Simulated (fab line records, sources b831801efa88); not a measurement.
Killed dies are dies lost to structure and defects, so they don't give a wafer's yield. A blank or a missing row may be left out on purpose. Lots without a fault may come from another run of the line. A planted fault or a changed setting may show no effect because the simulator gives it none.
Which tool did it? | flow sky130 | 11 lots, 33 wafers sampled, at 5 steps of a route of 708

WHAT THE GAUGES READ, wafer by wafer
SKY_VT_ADJUST_NCORE_CD_MEAS_07: target cd 380 nm. Usual: cd_nm 380 nm, standard deviation 3.
lot  | measured     | on        | cd_nm (nm)  | flag
L718 | day 9 04:35  | cd_sem-02 | 382 381 380 |
L721 | day 9 17:08  | cd_sem-01 | 376 377 374 |
L722 | day 10 02:52 | cd_sem-02 | 373 370 372 |
L723 | day 10 13:47 | cd_sem-02 | 377 378 379 |
L725 | day 10 23:27 | cd_sem-01 | 380 379 377 |
L726 | day 11 06:25 | cd_sem-01 | 383 383 386 |
L734 | day 13 15:32 | cd_sem-01 | 378 379 379 |
L735 | day 14 00:48 | cd_sem-02 | 383 384 386 |
L736 | day 14 06:43 | cd_sem-02 | 380 377 381 |
L738 | day 14 17:16 | cd_sem-02 | 383 380 381 |
L740 | day 15 14:45 | cd_sem-02 | 384 383 386 |

SKY_VT_ADJUST_HVTR_CD_MEAS_07: target cd 380 nm. Usual: cd_nm 381.2 nm, standard deviation 2.4.
lot  | measured     | on        | cd_nm (nm)        | flag
L718 | day 10 02:49 | cd_sem-01 | 381.0 381.7 381.2 |
L721 | day 10 16:11 | cd_sem-02 | 383.4 383.1 382.0 |
L722 | day 11 00:44 | cd_sem-01 | 384.1 382.7 382.8 |
L723 | day 11 12:03 | cd_sem-02 | 385.2 386.0 382.0 |
L725 | day 11 22:33 | cd_sem-02 | 381.3 379.9 379.4 |
L726 | day 12 05:55 | cd_sem-02 | - - -             | OFF
L734 | day 14 17:06 | cd_sem-02 | 378.9 378.4 378.7 |
L735 | day 15 02:08 | cd_sem-02 | 380.9 379.2 381.3 |
L736 | day 15 08:31 | cd_sem-02 | 384.4 384.0 382.4 |
L738 | day 15 19:49 | cd_sem-02 | 380.3 381.0 379.8 |
L740 | day 16 18:54 | cd_sem-02 | 380.4 378.7 380.1 |

SKY_VT_ADJUST_HVTR_TW_MEAS_11. Usual: VT_ADJUST_HVTR_TW 212.5, standard deviation 1.3.
lot  | measured     | on            | VT_ADJUST_HVTR_TW             | flag
L718 | day 10 03:13 | film_metro-01 | 215.5 215.5 215.7             |
L721 | day 10 16:35 | film_metro-03 | 211.3 212.5 213.0             |
L722 | day 11 01:08 | film_metro-01 | 211.3 211.7 213.0             |
L723 | day 11 12:27 | film_metro-01 | 213.5 213.2 212.1             |
L725 | day 11 22:56 | film_metro-01 | 212.8 213.5 211.8             |
L726 | day 12 06:19 | film_metro-03 | 30.2 30.4 30.2 30.4 30.2 30.3 | OFF
L734 | day 14 17:31 | film_metro-03 | 210.5 210.7 210.3             |
L735 | day 15 02:32 | film_metro-03 | 212.5 211.7 212.0             |
L736 | day 15 08:56 | film_metro-01 | 213.7 212.6 213.7             |
L738 | day 15 20:17 | film_metro-01 | 213.1 213.8 213.6             |
L740 | day 16 19:18 | film_metro-01 | 213.7 213.3 212.1             |

WHICH TOOL RAN EACH LOT (tool, then ch and the chambers of the sampled wafers, then the start)
lot  | SKY_NWELL_RTA_28                 | SKY_VT_ADJUST_HVTR_EXPOSE_04
L718 | rtp_anneal-02 ch 0, day 5 20:33  | iline_stepper-02 ch 0, day 9 15:45
L721 | rtp_anneal-01 ch 0, day 6 06:40  | iline_stepper-02 ch 0, day 10 05:31
L722 | rtp_anneal-01 ch 0, day 6 14:31  | iline_stepper-02 ch 0, day 10 14:22
L723 | rtp_anneal-02 ch 0, day 7 00:24  | iline_stepper-01 ch 0, day 11 00:35
L725 | rtp_anneal-01 ch 0, day 7 09:13  | iline_stepper-01 ch 0, day 11 11:24
L726 | rtp_anneal-02 ch 0, day 7 14:33  | iline_stepper-01 ch 0, day 11 18:43
L734 | rtp_anneal-02 ch 0, day 9 16:38  | iline_stepper-01 ch 0, day 14 04:11
L735 | rtp_anneal-01 ch 0, day 9 23:58  | iline_stepper-01 ch 0, day 14 13:35
L736 | rtp_anneal-02 ch 0, day 10 06:10 | iline_stepper-02 ch 0, day 14 20:26
L738 | rtp_anneal-01 ch 0, day 10 16:19 | iline_stepper-02 ch 0, day 15 06:34
L740 | rtp_anneal-01 ch 0, day 11 10:00 | iline_stepper-02 ch 0, day 16 05:13
- SKY_NWELL_RTA_28: time 30 s.
- SKY_VT_ADJUST_HVTR_EXPOSE_04: exposes mask HVTRM, target cd 380 nm.

WHAT THE TOOLS THEMSELVES READ (means of the sampled wafers that have a number; where no wafer has one, the mark that the record gives instead)
SKY_NWELL_RTA_28. Usual: lamp_power_pct 25.30 %, standard deviation 0.051; wafer_temp_C_max 1054.8, standard deviation 0.93.
lot  | tool          | lamp_power_pct (%) | wafer_temp_C_max | flag
L718 | rtp_anneal-02 | 25.26              | 1055.2           |
L721 | rtp_anneal-01 | 25.31              | 1055.1           |
L722 | rtp_anneal-01 | 25.32              | 1055.0           |
L723 | rtp_anneal-02 | 25.34              | 1056.6           |
L725 | rtp_anneal-01 | 25.29              | 1055.9           |
L726 | rtp_anneal-02 | 25.35              | 1054.9           |
L734 | rtp_anneal-02 | 25.29              | 1055.9           |
L735 | rtp_anneal-01 | 25.34              | 1054.8           |
L736 | rtp_anneal-02 | 25.32              | 1054.4           |
L738 | rtp_anneal-01 | 25.33              | 1054.9           |
L740 | rtp_anneal-01 | 25.29              | 1054.4           |

THE ANSWER, worked out from the rows above alone
Rule: a lot is off if the mean of its wafers that have a number lies more than 3 standard deviations from the usual mean. A lot without any number at a reading at which 4 lots or more have one is off too. The other lots that the step has rows for count as sound. The gauges are gone through in route order, then the tools' own readings, and for those a lot's mean is taken as printed above. The first step at which some lot is off is used, and at that step the reading that is off furthest; a lot without a number counts as furthest.
Off: L726, at SKY_VT_ADJUST_HVTR_CD_MEAS_07 (cd_nm). Without a number there: L726.
A tool fits if, at a process step before that reading, it ran every lot that is off, and no sound lot after the first of them. The gauges at SKY_VT_ADJUST_HVTR_CD_MEAS_07 aren't tried: what is off there is off at SKY_VT_ADJUST_HVTR_TW_MEAS_11 too, on other tools, and a gauge's error can't cause that. None of those tried fits.

WHAT THE SIMULATOR HAD PUT IN
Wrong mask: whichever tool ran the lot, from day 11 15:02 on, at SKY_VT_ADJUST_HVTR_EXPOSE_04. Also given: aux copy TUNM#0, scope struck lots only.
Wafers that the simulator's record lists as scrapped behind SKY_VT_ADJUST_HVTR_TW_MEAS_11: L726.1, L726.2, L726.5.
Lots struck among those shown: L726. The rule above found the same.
